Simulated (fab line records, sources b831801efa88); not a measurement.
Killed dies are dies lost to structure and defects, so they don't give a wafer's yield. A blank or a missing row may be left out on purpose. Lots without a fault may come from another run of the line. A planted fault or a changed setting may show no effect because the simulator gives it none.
fab line records | flow sky130
record lots=6 wafers=18 last_day=49
route steps=708 shown VIA3@591 METAL4@598 CAP2M@603 PAD_OPEN@708
lots that met no fault: from a run of the same line without faults
start_h: hours from the record's first day to the start of the lot's first wafer shown | wait_h: hours since the lot's step before | " the same as in the row above | L1.1+2: a row that stands for several wafers | - no value, or no start given | * or withheld: withheld | < > ~ a bound
route shown NAME@n: a module of which the file shows steps, and the number in the route of the first | usual: mean/standard deviation of fault-free wafers | same: alike in all rows | chamber/n: place in a boat | sites: the reading at each site | _std_site: their standard deviation | _edge_site: outer sites' mean less inner sites' | radius_mm: how far each site lies from the wafer's centre | mask NAME#n: copy n | behind: the tool/chamber that last shaped the wafer | hold: why the lot was held/for how many hours/how that ended | device: the transistor (n, p or np) that didn't switch | end of line: the same wafers' tests at the end of the route | a step without rows: its recipe alone | killed: dies lost to structure and defects at the first sort, not the wafer's yield | map: a wafer's dies, x killed, . not, _ none there
set.NAME: the setting as run; set.NAME@STEP: as run at that earlier step | model.NAME: the simulator's own value behind a step, which no gauge read
lots at some steps of the route; a table a step, a row a wafer
services: from which hour (start_h, from the record's first day; less than 0 if before it) a tool's chamber was out of use, for how many hours, and why
## steps
# step SKY_VIA3_CLEAN_18
# recipe chemistry=IPA time_s=180 temp_c=25
# step SKY_VIA3_CLEAN_19
# recipe chemistry=O3/DIW dry=n2_spin
# step SKY_VIA3_SPUTTER_20
# recipe material=TiN target_thk_nm=20 chamber_pressure_pa=5 power_w=4000 time_s=80
# step SKY_VIA3_CVD_21
# recipe material=W target_thk_nm=390 time_s=117.31 temp_c=400 pressure_torr=40
# step SKY_VIA3_RS_MEAS_22
# recipe thk_meas_gauge=four-point-probe reads=W_of_VIA3_CVD_21+TiN_of_VIA3_SPUTTER_20
# usual VIA3_W_RS=0.293/0.0037
# columns lot.wafer tool chamber start_h wait_h VIA3_W_RS[ohm/sq]
L427.4 film_metro-02 - 939.33 0.1 0.291
L427.5 " - " " 0.295
L427.6 " - " " 0.294
L437.2 film_metro-04 - 1007.96 0.2 0.291
L437.4 " - " " 0.294
L437.6 " - " " 0.292
L439.2 film_metro-02 - 1022.45 0.1 0.291
L439.4 " - " " 0.292
L439.6 " - " " 0.288
L443.3 film_metro-04 - 1041.69 0.1 0.300
L443.4 " - " " 0.295
L443.6 " - " " 0.302
L444.1 film_metro-03 - 1044.40 0.1 0.290
L444.4 " - " " 0.291
L444.5 " - " " 0.292
L446.1 film_metro-03 - 1055.76 0.1 0.289
L446.3 " - " " 0.292
L446.4 " - " " 0.291
# step SKY_VIA3_THK_MEAS_23
# recipe thk_meas_gauge=xrf reads=W_of_VIA3_CVD_21
# usual VIA3_W_THK=395/7.4
# columns lot.wafer tool chamber start_h wait_h VIA3_W_THK[nm]
L427.4 film_metro-02 - 939.42 0.1 388
L427.5 " - " " 384
L427.6 " - " " 383
L437.2 film_metro-04 - 1008.07 0.1 398
L437.4 " - " " 395
L437.6 " - " " 399
L439.2 film_metro-02 - 1022.56 0.1 391
L439.4 " - " " 387
L439.6 " - " " 391
L443.3 film_metro-04 - 1041.79 0.1 391
L443.4 " - " " 396
L443.6 " - " " 389
L444.1 film_metro-03 - 1044.52 0.1 398
L444.4 " - " " 397
L444.5 " - " " 397
L446.1 film_metro-03 - 1055.88 0.1 400
L446.3 " - " " 398
L446.4 " - " " 399
# step SKY_VIA3_CMP_24
# recipe stop_on=SiO2 t_overpolish_s=20 down_force_psi=3.5 platen_rpm=60 target_thk_nm=0 pad_velocity_m_s=0.94248
# usual motor_current_A=10.6/1 overpolish_run_s=20.001/0.01 time_to_endpoint_s=93/4.6
# columns lot.wafer tool chamber start_h wait_h motor_current_A overpolish_run_s time_to_endpoint_s
L427.4 cmp-02 2 939.60 0.2 10.6 19.996 87
L427.5 " 3 " " 10.3 20.023 85
L427.6 " 0 " " 10.4 20.013 87
L437.2 cmp-01 0 1008.12 0.0 11.4 20.010 100
L437.4 " 2 " " 9.4 20.003 98
L437.6 " 1 " " 9.7 19.999 93
L439.4 cmp-02 0 1022.61 0.0 9.7 20.005 89
L439.2 " 1 " " 10.0 19.998 90
L439.6 " 1 " " 10.3 20.001 92
L443.4 cmp-02 0 1041.88 0.1 10.2 19.990 95
L443.3 " 2 " " 11.4 20.007 93
L443.6 " 3 " " 10.2 19.994 88
L444.1 cmp-01 1 1044.58 0.1 9.8 20.001 93
L444.4 " 0 " " 12.1 19.999 98
L444.5 " 1 " " 9.9 19.992 92
L446.3 cmp-01 3 1055.94 0.0 12.1 19.998 95
L446.4 " 0 " " 12.1 20.008 98
L446.1 " 2 " " 10.1 20.016 99
# step SKY_METAL4_SPUTTER_00
# recipe material=Ti target_thk_nm=15 power_w=3000 time_s=10 chamber_pressure_pa=0.4
# step SKY_METAL4_SPUTTER_01
# recipe material=TiN target_thk_nm=20 power_w=6500 time_s=16.7 chamber_pressure_pa=0.4
# usual throttle_valve_pct=29.2/0.88
# columns lot.wafer tool chamber start_h wait_h throttle_valve_pct
L427.4 pvd_sputter-02 - 939.77 0.0 28.3
L427.5 " - " " 28.2
L427.6 " - " " 29.1
L437.2 pvd_sputter-01 - 1008.45 0.0 29.8
L437.4 " - " " 30.3
L437.6 " - " " 29.9
L439.2 pvd_sputter-03 - 1022.93 0.0 29.5
L439.4 " - " " 30.8
L439.6 " - " " 30.6
L443.3 pvd_sputter-02 - 1042.15 0.0 28.5
L443.4 " - " " 28.1
L443.6 " - " " 28.6
L444.1 pvd_sputter-03 - 1044.90 0.0 28.3
L444.4 " - " " 29.5
L444.5 " - " " 30.6
L446.1 pvd_sputter-02 - 1056.26 0.0 29.1
L446.3 " - " " 28.8
L446.4 " - " " 28.3
# step SKY_METAL4_SPUTTER_02
# recipe material=AlCu target_thk_nm=735 power_w=10600 time_s=39.1 chamber_pressure_pa=0.4
# usual throttle_valve_pct=29.2/0.89
# columns lot.wafer tool chamber start_h wait_h throttle_valve_pct
L427.4 pvd_sputter-02 - 939.80 0.0 27.9
L427.5 " - " " 28.3
L427.6 " - " " 28.8
L437.2 pvd_sputter-01 - 1008.47 0.0 30.2
L437.4 " - " " 30.7
L437.6 " - " " 29.9
L439.2 pvd_sputter-03 - 1022.96 0.0 29.7
L439.4 " - " " 30.9
L439.6 " - " " 30.9
L443.3 pvd_sputter-02 - 1042.18 0.0 28.5
L443.4 " - " " 28.3
L443.6 " - " " 28.5
L444.1 pvd_sputter-03 - 1044.93 0.0 28.0
L444.4 " - " " 29.6
L444.5 " - " " 30.7
L446.1 pvd_sputter-02 - 1056.29 0.0 29.0
L446.3 " - " " 28.7
L446.4 " - " " 28.4
# step SKY_METAL4_SPUTTER_03
# recipe material=Ti target_thk_nm=5 power_w=3000 time_s=3.3 chamber_pressure_pa=0.4
# usual throttle_valve_pct=29.2/0.91
# columns lot.wafer tool chamber start_h wait_h throttle_valve_pct
L427.4 pvd_sputter-02 - 939.84 0.0 28.2
L427.5 " - " " 28.2
L427.6 " - " " 28.6
L437.2 pvd_sputter-01 - 1008.51 0.0 30.0
L437.4 " - " " 30.4
L437.6 " - " " 29.9
L439.2 pvd_sputter-03 - 1023.00 0.0 29.7
L439.4 " - " " 30.9
L439.6 " - " " 30.8
L443.3 pvd_sputter-02 - 1042.22 0.0 28.5
L443.4 " - " " 28.1
L443.6 " - " " 28.5
L444.1 pvd_sputter-03 - 1044.97 0.0 28.2
L444.4 " - " " 29.8
L444.5 " - " " 30.9
L446.1 pvd_sputter-02 - 1056.33 0.0 28.9
L446.3 " - " " 28.9
L446.4 " - " " 28.0
# step SKY_METAL4_SPUTTER_04
# recipe material=TiN target_thk_nm=70 power_w=6500 time_s=58.3 chamber_pressure_pa=0.4
# step SKY_CAP2M_CVD_00
# recipe material=SiO2 target_thk_nm=15.5 temp_c=400 time_s=withheld rf_w=450
# usual heater_power_w=755/84
# columns lot.wafer tool chamber start_h wait_h heater_power_w model.SiO2_of_CAP2M_CVD_00.thk_nm
L427.4 pecvd-03 0 939.91 0.0 608 16.07
L427.5 " 1 " " 792 15.95
L427.6 " 2 " " 859 15.91
L437.2 pecvd-03 0 1008.58 0.0 607 15.61
L437.4 " 2 " " 774 7.113
L437.6 " 1 " " 828 7.251
L439.2 pecvd-03 1 1023.07 0.0 816 15.7
L439.4 " 2 " " 830 7.265
L439.6 " 1 " " 815 7.076
L443.3 pecvd-01 0 1042.28 0.0 697 15.62
L443.4 " 0 " " 694 15.94
L443.6 " 1 " " 826 15.76
L444.1 pecvd-02 0 1045.03 0.0 790 15.38
L444.4 " 0 " " 832 15.52
L444.5 " 1 " " 771 15.82
L446.1 pecvd-01 1 1056.40 0.0 797 15.25
L446.3 " 2 " " 910 15.28
L446.4 " 0 " " 763 15.84
# step SKY_CAP2M_THK_MEAS_01
# recipe reads=SiO2_of_CAP2M_CVD_00
# usual CAP2M_CVD_00_THK=15.63/0.23
# columns lot.wafer tool chamber start_h wait_h CAP2M_CVD_00_THK[nm]
L427.4 film_metro-01 - 939.95 - 16.05
L427.5 " - " " 15.99
L427.6 " - " " 15.93
L437.2 film_metro-04 - 1008.61 - 15.63
L437.4 " - " " 7.07
L437.6 " - " " 7.25
L439.2 film_metro-04 - 1023.10 - 15.72
L439.4 " - " " 7.30
L439.6 " - " " 7.10
L443.3 film_metro-01 - 1042.33 - 15.59
L443.4 " - " " 15.94
L443.6 " - " " 15.75
L444.1 film_metro-01 - 1045.06 - 15.39
L444.4 " - " " 15.49
L444.5 " - " " 15.80
L446.1 film_metro-01 - 1056.42 - 15.28
L446.3 " - " " 15.30
L446.4 " - " " 15.86
# step SKY_CAP2M_SPUTTER_02
# recipe material=TiN target_thk_nm=200 temp_c=300 power_w=6500 time_s=166.7 chamber_pressure_pa=0.4
# step SKY_CAP2M_RS_MEAS_03
# recipe thk_meas_gauge=four-point-probe reads=TiN_of_CAP2M_SPUTTER_02
# usual CAP2M_TIN_RS=6.88/0.083
# columns lot.wafer tool chamber start_h wait_h CAP2M_TIN_RS[ohm/sq]
L427.4 film_metro-02 - 940.15 0.1 6.93
L427.5 " - " " 6.82
L427.6 " - " " 6.83
L437.2 film_metro-01 - 1008.79 0.1 7.05
L437.4 " - " " 6.90
L437.6 " - " " 6.88
L439.2 film_metro-01 - 1023.28 0.1 6.88
L439.4 " - " " 6.87
L439.6 " - " " 6.93
L443.3 film_metro-04 - 1042.52 0.1 7.00
L443.4 " - " " 6.86
L443.6 " - " " 6.88
L444.1 film_metro-01 - 1045.23 0.1 6.95
L444.4 " - " " 6.83
L444.5 " - " " 6.90
L446.1 film_metro-01 - 1056.59 0.1 6.88
L446.3 " - " " 6.82
L446.4 " - " " 6.92
# step SKY_CAP2M_THK_MEAS_04
# recipe thk_meas_gauge=xrf reads=TiN_of_CAP2M_SPUTTER_02
# usual CAP2M_TIN_THK=197/3.1
# columns lot.wafer tool chamber start_h wait_h CAP2M_TIN_THK[nm]
L427.4 film_metro-02 - 940.24 0.1 194
L427.5 " - " " 196
L427.6 " - " " 197
L437.2 film_metro-01 - 1008.90 0.1 194
L437.4 " - " " 197
L437.6 " - " " 198
L439.2 film_metro-01 - 1023.39 0.1 198
L439.4 " - " " 198
L439.6 " - " " 196
L443.3 film_metro-04 - 1042.62 0.1 194
L443.4 " - " " 197
L443.6 " - " " 197
L444.1 film_metro-01 - 1045.35 0.1 196
L444.4 " - " " 199
L444.5 " - " " 197
L446.1 film_metro-01 - 1056.71 0.1 197
L446.3 " - " " 199
L446.4 " - " " 196
# step SKY_CAP2M_DEHYDRATE_05
# recipe temp_c=200 time_s=60
# step SKY_CAP2M_HMDS_06
# recipe prime_time_s=60 prime_temp_c=120
# step SKY_CAP2M_COAT_07
# recipe resist=NOVOLAK spin_rpm=3000 resist_thk_nm=1140
# step SKY_CAP2M_SOFTBAKE_08
# recipe temp_c=90 time_s=60 resist=NOVOLAK
# step SKY_CAP2M_EXPOSE_09
# recipe mask_id=CAP2M na=0.6 source_shape=conventional sigma_outer=0.6 polarization=unpolarized target_cd_nm=1000 dose_mj=159
# step SKY_CAP2M_PEB_10
# recipe temp_c=withheld time_s=* resist=NOVOLAK
# step SKY_CAP2M_DEVELOP_11
# recipe resist=NOVOLAK developer=TMAH develop_time_s=60 dev_temp_c=23
# step SKY_CAP2M_OVL_MEAS_12
# usual CAP2M_OVL=-0.9/1.3
# columns lot.wafer tool chamber start_h wait_h CAP2M_OVL[nm]
L427.4 overlay-01 - 964.29 0.1 -2.3
L427.5 " - " " 0.7
L427.6 " - " " -2.9
L437.2 overlay-01 - 1030.82 0.1 -3.0
L437.4 " - " " 0.4
L437.6 " - " " -0.9
L439.2 overlay-01 - 1045.16 0.1 -0.9
L439.4 " - " " 0.2
L439.6 " - " " -1.8
L443.3 overlay-02 - 1063.38 0.1 -2.0
L443.4 " - " " -0.4
L443.6 " - " " -0.9
L444.1 overlay-02 - 1066.86 0.1 1.2
L444.4 " - " " -0.8
L444.5 " - " " -2.4
L446.1 overlay-02 - 1077.76 0.1 -0.6
L446.3 " - " " -0.1
L446.4 " - " " -2.6
# step SKY_CAP2M_METAL_ETCH_13
# recipe target_depth_nm=220 stop_on=SiO2 chemistry=Cl2/BCl3 target=TiN pressure_mtorr=10 icp_w=900 bias_w=48.5 Cl2_flow_sccm=60 bcl3_flow_sccm=30 time_s=62.9
# usual drypump_motor_current_A=6.1/0.42 oes_product_au=0.944/0.0073 throttle_valve_pct=21.900/0.0098
# columns lot.wafer tool chamber start_h wait_h drypump_motor_current_A oes_product_au rf_hours_counter_h throttle_valve_pct
L427.4 rie_metal-02 1 964.34 0.0 6.4 0.941 - 21.913
L427.5 " 0 " " 6.0 0.946 - 21.908
L427.6 " 1 " " 6.4 0.951 - 21.883
L437.2 rie_metal-02 1 1030.85 0.0 6.4 0.937 8 21.896
L437.4 " 0 " " 6.0 0.942 - 21.911
L437.6 " 0 " " 6.0 0.943 - 21.899
L439.2 rie_metal-02 0 1045.19 0.0 6.0 0.941 6 21.907
L439.4 " 0 " " 6.0 0.942 - 21.902
L439.6 " 1 " " 6.4 0.945 - 21.915
L443.3 rie_metal-04 1 1063.43 0.0 6.8 0.935 - 21.892
L443.4 " 0 " " 6.1 0.945 - 21.900
L443.6 " 1 " " 6.8 0.949 - 21.914
L444.1 rie_metal-03 0 1066.89 0.0 5.3 0.940 15 21.900
L444.4 " 0 " " 5.3 0.949 - 21.893
L444.5 " 1 " " 5.8 0.940 - 21.905
L446.1 rie_metal-03 1 1077.79 0.0 5.8 0.945 9 21.893
L446.3 " 0 " " 5.3 0.955 - 21.906
L446.4 " 1 " " 5.8 0.941 - 21.884
# step SKY_CAP2M_STRIP_14
# recipe chemistry=O2/N2 power_w=1400 pressure_mtorr=1500 platen_temp_c=withheld o2_flow_sccm=3000 n2_flow_sccm=300 overash_fraction=0.5
# step SKY_CAP2M_STRIP_15
# recipe chemistry=post_etch_residue_remover time_s=1200 temp_c=72.5
# step SKY_CAP2M_CLEAN_16
# recipe chemistry=IPA time_s=180 temp_c=25
# step SKY_CAP2M_CLEAN_17
# recipe chemistry=O3/DIW dry=n2_spin
# step SKY_METAL4_DEHYDRATE_05
# recipe temp_c=200 time_s=60
# step SKY_METAL4_HMDS_06
# recipe prime_time_s=60 prime_temp_c=120
# step SKY_METAL4_COAT_07
# recipe resist=BARC temp_c=withheld time_s=withheld spin_rpm=3000 resist_thk_nm=60
# step SKY_METAL4_COAT_08
# recipe resist=KrF-thick spin_rpm=3000 resist_thk_nm=1140
# step SKY_METAL4_SOFTBAKE_09
# recipe temp_c=100 time_s=90 resist=KrF-thick
# step SKY_METAL4_EXPOSE_10
# recipe mask_id=MM4 na=0.68 source_shape=annular sigma_inner=0.4 sigma_outer=0.8 target_cd_nm=300 dose_mj=28
# step SKY_METAL4_PEB_11
# recipe peb_temp_c=withheld peb_time_s=withheld resist=KrF-thick
# step SKY_METAL4_DEVELOP_12
# recipe develop_time_s=60 resist=KrF-thick dev_temp_c=21
# step SKY_METAL4_CD_MEAS_13
# recipe target_cd_nm=300
# usual cd_nm=299.9/1.6
# columns lot.wafer tool chamber start_h wait_h cd_nm
L427.4 cd_sem-01 - 989.20 - 299.4
L427.5 " - " " 301.1
L427.6 " - " " 301.1
L437.2 cd_sem-02 - 1053.36 - 298.8
L437.4 " - " " 298.5
L437.6 " - " " 299.6
L439.2 cd_sem-01 - 1067.41 - 301.1
L439.4 " - " " 299.5
L439.6 " - " " 300.9
L443.3 cd_sem-01 - 1085.58 - 299.6
L443.4 " - " " 299.4
L443.6 " - " " 300.2
L444.1 cd_sem-02 - 1088.73 - 301.2
L444.4 " - " " 301.9
L444.5 " - " " 301.0
L446.1 cd_sem-01 - 1098.64 - 298.3
L446.3 " - " " 300.1
L446.4 " - " " 298.8
# step SKY_METAL4_OVL_MEAS_14
# usual METAL4_OVL=5/5.1
# columns lot.wafer tool chamber start_h wait_h METAL4_OVL[nm]
L427.4 overlay-02 - 989.28 0.1 -2
L427.5 " - " " -2
L427.6 " - " " -1
L437.2 overlay-01 - 1053.47 0.1 0
L437.4 " - " " 5
L437.6 " - " " 4
L439.2 overlay-02 - 1067.52 0.1 16
L439.4 " - " " 10
L439.6 " - " " 12
L443.3 overlay-02 - 1085.67 0.1 3
L443.4 " - " " -7
L443.6 " - " " 1
L444.1 overlay-02 - 1088.85 0.1 4
L444.4 " - " " 7
L444.5 " - " " 12
L446.1 overlay-02 - 1098.76 0.1 1
L446.3 " - " " 11
L446.4 " - " " 8
# step SKY_METAL4_DESCUM_15
# recipe chemistry=O2 source_power_w=150 bias_power_w=0 pressure_mtorr=10 temp_c=40 time_s=8
# step SKY_METAL4_ETCH_16
# recipe chemistry=N2/H2 target=BARC ion_energy_ev=200 bias_w=100 pressure_mtorr=30 n2_flow_sccm=100 h2_flow_sccm=200 icp_w=500 stop_on=SiO2 time_s=88.2 target_depth_a=600
# step SKY_METAL4_ETCH_17
# recipe target=SiO2 stop_on=TiN chemistry=C4F8/O2/Ar source_w=1500 bias_w=1200 pressure_mtorr=40 c4f8_flow_sccm=withheld O2_flow_sccm=6 Ar_flow_sccm=300 time_s=3.9 target_depth_a=150
# usual oes_product_au=0.758/0.0071
# columns lot.wafer tool chamber start_h wait_h oes_product_au rf_hours_counter_h model.etch.depth_nm
L427.4 rie_diel-02 3 989.44 0.0 0.761 - 16.07
L427.5 " 0 " " 0.767 - 15.95
L427.6 " 2 " " 0.771 - 15.91
L437.2 rie_diel-01 3 1053.63 0.1 0.759 22 15.61
L437.4 " 0 " " 0.546 3 7.113
L437.6 " 3 " " 0.556 - 7.251
L439.2 rie_diel-01 0 1067.68 0.1 0.763 3 15.7
L439.4 " 1 " " 0.554 26 7.265
L439.6 " 1 " " 0.554 - 7.076
L443.3 rie_diel-04 1 1085.83 0.0 0.757 9 15.62
L443.4 " 0 " " 0.765 23 15.94
L443.6 " 2 " " 0.766 - 15.76
L444.1 rie_diel-02 1 1089.01 0.1 0.751 4 15.38
L444.4 " 2 " " 0.761 18 15.52
L444.5 " 3 " " 0.763 - 15.82
L446.1 rie_diel-02 1 1098.93 0.1 0.745 5 15.25
L446.3 " 3 " " 0.742 14 15.28
L446.4 " 2 " " 0.768 18 15.84
# step SKY_PAD_OPEN_PROBE_99
# usual defect_limited_yield=82.3/1.9 killed_at_M0_to_M3=44/6.9 killed_at_M4_up=3.3/2.1 killed_at_contacts=24/4.8 killed_at_front_end=15/4.4 killed_at_other=0.2/0.48 killed_dies=87/9.5 killed_open=48/6.5 killed_short=39/6.3
# same gross_dies=492 killed_at_back_side=0
# columns lot.wafer tool chamber start_h wait_h defect_limited_yield[%] killed_at_M0_to_M3 killed_at_M4_up killed_at_contacts killed_at_front_end killed_at_other killed_dies killed_open killed_short model.etest.tester.sort_n_pass model.etest.tester.sort_yield_pct model.etest.tester.sort_bin_5_pct model.etest.tester.sort_bin_4_pct model.etest.cap_mim2.bv_v model.etest.cap_mim2.leak_log10_a_cm2 model.etest.cap_mim2.c_ff_um2 model.etest.tester.sort_bin_8_pct
L427.4 prober-01 - 1084.68 0.2 79.7 43 4 35 18 0 100 52 48 392 79.67 12.4 0 14.45 -9.084 2.252 0
L427.5 prober-01 - 1084.73 0.2 79.1 54 5 32 12 0 103 51 52 389 79.06 12.4 0 14.26 -9.033 2.274 0
L427.6 prober-01 - 1084.78 0.2 84.1 35 5 20 18 0 78 41 37 414 84.15 9.553 0 14.81 -9.008 2.302 0
L437.2 prober-02 - 1141.09 0.1 80.9 46 2 30 16 0 94 52 42 398 80.89 11.18 0 13.35 -8.984 2.332 0
L437.4 prober-02 - 1141.19 0.2 86.8 35 2 19 9 0 65 37 28 0 0 81.23 13.69 6.361 -4.104 5.104 1.09e-67
L437.6 prober-02 - 1141.29 0.2 83.9 49 1 18 11 0 79 45 34 0 0 88.99 4.298 6.588 -4.498 4.98 2.805e-60
L439.2 prober-02 - 1153.55 0.1 81.1 40 6 23 24 0 93 49 44 399 81.1 11.79 0 13.8 -8.94 2.311 0
L439.4 prober-02 - 1153.65 0.2 83.3 39 4 19 20 0 82 41 41 0 0 87.26 5.219 6.552 -4.411 4.962 2.412e-59
L439.6 prober-02 - 1153.75 0.2 81.5 49 2 18 22 0 91 46 45 0 0 72.05 20.63 6.239 -4.153 5.134 1.681e-68
L443.3 prober-02 - 1168.22 0.2 82.7 39 9 20 17 0 85 45 39 407 82.72 10.16 0 13.94 -8.999 2.321 0
L443.4 prober-02 - 1168.27 0.2 79.3 45 8 28 21 0 102 50 52 390 79.27 14.63 0 14.3 -9.064 2.27 0
L443.6 prober-02 - 1168.37 0.2 85.0 40 1 23 10 0 74 39 34 418 84.96 7.927 0 14.17 -8.999 2.292 0
L444.1 prober-01 - 1170.30 0.1 79.5 46 2 33 20 0 101 59 40 391 79.47 12.6 0 13.88 -8.902 2.351 0
L444.4 prober-01 - 1170.45 0.2 81.1 42 3 25 23 0 93 52 41 399 81.1 10.77 0 13.78 -8.945 2.352 0
L444.5 prober-01 - 1170.50 0.2 81.9 45 1 21 21 1 89 44 44 403 81.91 10.37 0 14.47 -9.053 2.291 0
L446.1 prober-01 - 1179.99 0.1 84.1 34 1 24 19 0 78 46 32 414 84.15 11.79 0 13.8 -8.787 2.386 0
L446.3 prober-01 - 1180.09 0.2 84.6 33 0 27 16 0 76 39 37 416 84.55 8.13 0 13.71 -8.908 2.356 0
L446.4 prober-01 - 1180.14 0.2 81.9 45 2 26 16 0 89 56 33 403 81.91 10.98 0 14.52 -8.944 2.285 0
# killed by level:class
L427.4 CONTACT:geometric_particle:open=10 CONTACT:geometric_particle:short=9 LI_CONTACT:geometric_particle:open=8 VIA1:geometric_particle:open=8 FIELD_ISO:geometric_particle:short=7 METAL2:geometric_particle:short=7 LOCAL_INTERCONNECT:geometric_particle:short=6 VIA2:geometric_particle:open=6
L427.5 VIA1:geometric_particle:open=10 CONTACT:geometric_particle:open=9 CONTACT:geometric_particle:short=8 METAL1:geometric_particle:short=8 VIA1:geometric_particle:short=8 LI_CONTACT:geometric_particle:open=7 LOCAL_INTERCONNECT:geometric_particle:short=6 METAL2:geometric_particle:short=6
L427.6 CONTACT:geometric_particle:open=9 POLY_GATE:geometric_particle:open=7 VIA1:geometric_particle:open=7 FIELD_ISO:geometric_particle:open=5 VIA1:geometric_particle:short=5 CONTACT:geometric_particle:short=5 METAL1:geometric_particle:short=5 POLY_GATE:geometric_particle:short=4
L437.2 VIA1:geometric_particle:open=12 LI_CONTACT:geometric_particle:open=11 CONTACT:geometric_particle:open=6 VIA1:geometric_particle:short=6 METAL2:geometric_particle:short=6 VIA3:geometric_particle:open=5 LOCAL_INTERCONNECT:geometric_particle:short=5 FIELD_ISO:geometric_particle:short=4
L437.4 CONTACT:geometric_particle:open=11 VIA1:geometric_particle:open=8 VIA2:geometric_particle:open=5 METAL2:geometric_particle:short=5 METAL3:geometric_particle:short=4 VIA2:geometric_particle:short=4 LI_CONTACT:geometric_particle:open=3 METAL1:geometric_particle:short=3
L437.6 CONTACT:geometric_particle:open=12 VIA1:geometric_particle:open=10 METAL2:geometric_particle:short=7 METAL1:geometric_particle:short=6 VIA3:geometric_particle:open=6 VIA1:geometric_particle:short=5 FIELD_ISO:geometric_particle:open=4 CONTACT:geometric_particle:short=3
L439.2 LI_CONTACT:geometric_particle:open=9 CONTACT:geometric_particle:open=8 VIA1:geometric_particle:open=7 FIELD_ISO:geometric_particle:short=6 POLY_GATE:geometric_particle:open=6 METAL2:geometric_particle:short=6 METAL1:geometric_particle:short=6 VIA2:geometric_particle:open=6
L439.4 VIA1:geometric_particle:open=9 VIA2:geometric_particle:open=6 VIA3:geometric_particle:short=6 POLY_GATE:geometric_particle:short=5 CONTACT:geometric_particle:open=5 CONTACT:geometric_particle:short=5 METAL1:geometric_particle:short=5 VIA2:geometric_particle:short=5
L439.6 VIA1:geometric_particle:open=12 METAL2:geometric_particle:short=9 FIELD_ISO:geometric_particle:short=8 CONTACT:geometric_particle:open=6 METAL1:geometric_particle:short=6 FIELD_ISO:geometric_particle:open=5 CONTACT:geometric_particle:short=5 VIA3:geometric_particle:open=5
L443.3 VIA1:geometric_particle:open=11 FIELD_ISO:geometric_particle:short=7 CONTACT:geometric_particle:open=7 FIELD_ISO:geometric_particle:open=6 VIA2:geometric_particle:open=6 METAL4:geometric_particle:short=6 VIA1:geometric_particle:short=5 VIA3:geometric_particle:open=5
L443.4 CONTACT:geometric_particle:open=12 VIA1:geometric_particle:open=9 VIA2:geometric_particle:short=8 LI_CONTACT:geometric_particle:short=7 POLY_GATE:geometric_particle:open=6 METAL4:geometric_particle:short=6 FIELD_ISO:geometric_particle:open=5 FIELD_ISO:geometric_particle:short=5
L443.6 CONTACT:geometric_particle:open=9 VIA1:geometric_particle:open=8 LOCAL_INTERCONNECT:geometric_particle:short=5 METAL1:geometric_particle:short=5 VIA1:geometric_particle:short=5 VIA2:geometric_particle:open=5 LI_CONTACT:geometric_particle:open=4 CONTACT:geometric_particle:short=3
L444.1 CONTACT:geometric_particle:open=15 VIA1:geometric_particle:open=12 FIELD_ISO:geometric_particle:open=6 VIA1:geometric_particle:short=6 LI_CONTACT:geometric_particle:open=6 VIA2:geometric_particle:open=6 VIA3:geometric_particle:short=6 VIA3:geometric_particle:open=6
L444.4 VIA2:geometric_particle:open=10 CONTACT:geometric_particle:open=9 FIELD_ISO:geometric_particle:open=8 FIELD_ISO:geometric_particle:short=8 LI_CONTACT:geometric_particle:open=7 VIA1:geometric_particle:open=7 CONTACT:geometric_particle:short=5 VIA1:geometric_particle:short=5
L444.5 METAL2:geometric_particle:short=9 METAL1:geometric_particle:short=7 VIA2:geometric_particle:open=7 FIELD_ISO:geometric_particle:short=6 POLY_GATE:geometric_particle:open=6 VIA1:geometric_particle:short=6 VIA1:geometric_particle:open=6 LI_CONTACT:geometric_particle:open=5
L446.1 VIA1:geometric_particle:open=12 POLY_GATE:geometric_particle:open=10 LI_CONTACT:geometric_particle:open=7 CONTACT:geometric_particle:open=7 LOCAL_INTERCONNECT:geometric_particle:short=5 METAL2:geometric_particle:short=5 FIELD_ISO:geometric_particle:short=4 CONTACT:geometric_particle:short=4
L446.3 CONTACT:geometric_particle:open=10 VIA1:geometric_particle:open=8 VIA1:geometric_particle:short=7 LI_CONTACT:geometric_particle:open=5 CONTACT:geometric_particle:short=5 FIELD_ISO:geometric_particle:open=4 FIELD_ISO:geometric_particle:short=4 POLY_GATE:geometric_particle:open=4
L446.4 CONTACT:geometric_particle:open=14 VIA1:geometric_particle:open=14 VIA2:geometric_particle:open=11 LI_CONTACT:geometric_particle:open=5 FIELD_ISO:geometric_particle:short=4 POLY_GATE:geometric_particle:open=4 POLY_GATE:geometric_particle:short=4 METAL1:geometric_particle:short=4
## services
# columns tool chamber start_h hours kind
pvd_sputter-01 - 917.61 70.1 repair
rie_diel-01 2 926.76 5.8 repair
rie_diel-01 1 927.84 7.1 repair
rie_diel-04 3 940.00 16.2 repair
pecvd-03 - 943.70 0.3 repair
pvd_sputter-02 - 960.08 1.2 repair
pecvd-01 2 963.91 6.5 repair
pvd_sputter-03 - 969.41 24.1 repair
rie_diel-02 0 970.01 13.3 repair
pvd_sputter-02 - 974.01 4.9 repair
pecvd-03 0 985.48 8.2 repair
cmp-02 - 991.63 1.6 repair
rie_metal-03 1 993.58 17.2 repair
rie_diel-01 1 995.48 9.3 repair
cmp-02 - 995.96 5.6 repair
pvd_sputter-01 - 1005.04 1.1 repair
cmp-02 - 1005.46 4.9 pm
rie_diel-01 2 1015.28 5.0 repair
cmp-02 - 1026.25 1.8 repair
cmp-01 - 1041.87 1.3 repair
rie_diel-02 0 1071.73 5.4 repair
pecvd-01 - 1078.07 2.1 repair
rie_diel-01 - 1083.40 28.1 pm
cmp-01 - 1084.95 4.0 pm
## key
first_sign step=SKY_CAP2M_THK_MEAS_01 reading=CAP2M_CVD_00_THK direction=down sigmas=36 usual=15.63 struck=7.18
effect step=SKY_METAL4_ETCH_17 reading=oes_product_au direction=down sigmas=29 usual=0.758 struck=0.553
model_effect step=SKY_CAP2M_CVD_00 value=SiO2_of_CAP2M_CVD_00.thk_nm without=15.84 struck=7.176
model_effect step=SKY_METAL4_ETCH_17 value=etch.depth_nm without=15.84 struck=7.176
model_effect step=SKY_PAD_OPEN_PROBE_99 value=etest.tester.sort_n_pass without=412.8 struck=0
met_at SKY_CAP2M_CVD_00
struck_wafers L437.4,L437.6,L439.4,L439.6
onset_between 939.91 1008.58
fault kind=process_parameter_drift tool=pecvd-03 chamber=- onset_h=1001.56 steps=SKY_CAP2M_CVD_00 channel=target_thk_nm offset=-8.6028 shape=step end_h=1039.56 scope=struck_wafers_only acts_in=these_recipes_only stated=15.5
